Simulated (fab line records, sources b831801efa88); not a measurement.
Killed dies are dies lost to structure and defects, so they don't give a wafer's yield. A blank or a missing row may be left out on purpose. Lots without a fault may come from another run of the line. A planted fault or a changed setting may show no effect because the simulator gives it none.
One fault seen from 2 desks | flow gf180mcu | each desk has only its own numbers; what lay behind them comes last

THE METROLOGY DESK
What the gauges read, lot by lot, whatever tool the lot ran on: means of the sampled wafers that have a number. A lot is out of limits, marked OUT, if its mean lies more than 4 standard deviations from the usual mean; the brackets give that distance.
Columns: A = V1_W_RS at GF_V1_RS_MEAS_24, usual 0.3267 ohm/sq
lot  | first seen here | A
L109 | day 18 02:49    | 0.3263
L110 | day 18 14:47    | 0.3247
L111 | day 18 20:11    | 0.3268
L112 | day 19 06:25    | 0.3294
L113 | day 19 12:54    | 0.3298
L117 | day 20 22:35    | 0.3266
L119 | day 21 21:59    | 0.3286
L120 | day 22 06:05    | 0.3267
L126 | day 24 04:57    | 0.3307
L127 | day 24 13:16    | 0.3262
L128 | day 24 20:45    | 0.3239
L129 | day 25 08:42    | 0.3247
L131 | day 26 07:37    | 0.3235
L132 | day 26 19:47    | 0.3274
This desk's finding: nothing out of limits on any of the 14 lots.

THE TOOL OWNER'S DESK: litho_track-04
The tool's own readings at GF_HV_LDD_SOFTBAKE_42 (time 60 s): means of the sampled wafers that have a number, for each lot that ran on this tool. A lot is out of limits, marked OUT, if its mean lies more than 4 standard deviations from the usual mean; the brackets give that distance.
Columns: A = run_length_s at GF_HV_LDD_SOFTBAKE_42, usual 88.96 s
lot  | first seen here | A
L110 | day 12 10:03    | 88.80
L111 | day 12 11:44    | 88.81
L113 | day 13 04:53    | 88.79
L117 | day 14 08:20    | 95.58 (+29) OUT
L119 | day 15 03:56    | 95.52 (+29) OUT
L120 | day 15 12:45    | 95.53 (+29) OUT
This desk's finding: out of limits on L117, L119, L120; first on L117, day 14 08:20 (run_length_s at GF_HV_LDD_SOFTBAKE_42). In limits: L110, L111, L113.

PUT TOGETHER
The tool owner's desk could have raised an alarm at day 14 08:20, on L117, L119, L120.
The metrology desk saw nothing out of limits.
The metrology desk has L117, L119, L120 on record, within its limits.
Of the lots named, all ran GF_HV_LDD_SOFTBAKE_42 on litho_track-04.

WHAT THE SIMULATOR HAD PUT IN
Process parameter drift: litho_track-04, from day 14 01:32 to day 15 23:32, at GF_HV_LDD_SOFTBAKE_42. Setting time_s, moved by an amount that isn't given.
Lots struck among those shown: L117, L119, L120.
Hours from the fault's start to each desk's first reading out of limits: the tool owner's desk, 7.
